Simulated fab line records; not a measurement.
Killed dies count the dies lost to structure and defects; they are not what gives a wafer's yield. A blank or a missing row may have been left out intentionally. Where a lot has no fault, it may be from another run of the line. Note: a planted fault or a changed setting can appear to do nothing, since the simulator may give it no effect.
Problem report in the 8D (eight disciplines) form, filled by code	flow sky130	the parts of the form that need people (team, actions taken, sign-off) are left out

1. WHAT IS WRONG
Mean of ramp-down-c-per-s at SKY_SD_N_RTA_14: 35.999 across 6 wafers in 2 lots; on wafers with no fault it is 90.001 (standard deviation 0.017). That is -99 or more standard deviations from the usual mean.
The step: time 2 s.
Earliest sighting: wafer L514.1 on rtp-anneal-01 at day 32 06:22. The record holds 39 wafers of 13 lots with a number at this step. Rule for "out", or "out of limits": more than 4 standard deviations from the usual mean. The rest of the wafers with a number are treated as sound.

2. WHAT IT IS; WHAT IT IS NOT
question	is	is not
which readings at this step	ramp-down-c-per-s	wafer_temp_C_max
which lots	L514, L516	L502, L504, L506, L507, L508, L509, L511, L515, L522, L523, L524
which wafers of those lots	all that have a number	-
read on which tools	rtp-anneal-01	rtp-anneal-02
when	from day 32 06:22	up to then (21 sound wafers); but 12 sound wafers of L515, L522, L523, L524 came after

3. WHAT RULES OUT EACH SUSPECT
Counting: a tool at a process step up to the reading stays a suspect if it ran every lot that is out and no sound lot after the first of them.
- rtp-anneal-01 at SKY_SD_N_RTA_14 (time 2 s): ruled out as a lasting fault. Following L514 (day 32 06:22), the first lot on it that is out, the sound lots L524 were run on it.
Left after counting: nothing in the record.

4. THE CAUSE (what the simulator had put in)
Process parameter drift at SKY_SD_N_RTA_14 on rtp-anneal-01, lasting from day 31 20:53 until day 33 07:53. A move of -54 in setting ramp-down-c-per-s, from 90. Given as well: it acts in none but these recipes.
Counting ruled it out, wrongly.

5. THE EFFECT CHAIN, in route order
One row per reading whose mean, taken over the struck wafers that have a number, lies over 3 standard deviations from the usual. Only readings whose record carries a usual standard deviation are examined. hours: median over the lots of the time between each lot's start at the first step of this table that gives one and its start at this step. sigmas: the change, counted in usual standard deviations.
hours	step	reading	usual	on struck wafers	change	sigmas
0	SKY_SD_N_RTA_14	ramp-down-c-per-s	90.001	35.999	-54.002	-99 or more
Its process steps:
- SKY_SD_N_RTA_14: time 2 s.
Later steps that measure or inspect, where all struck wafers having a row at the step show a number for every such reading and not one has moved that far: SKY_SD_N_RS_MEAS_16.

6. HOW IT WOULD HAVE BEEN CAUGHT EARLIER
The fault began at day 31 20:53; the first out-of-limits reading in this record came at day 32 06:22, 9 hours later.
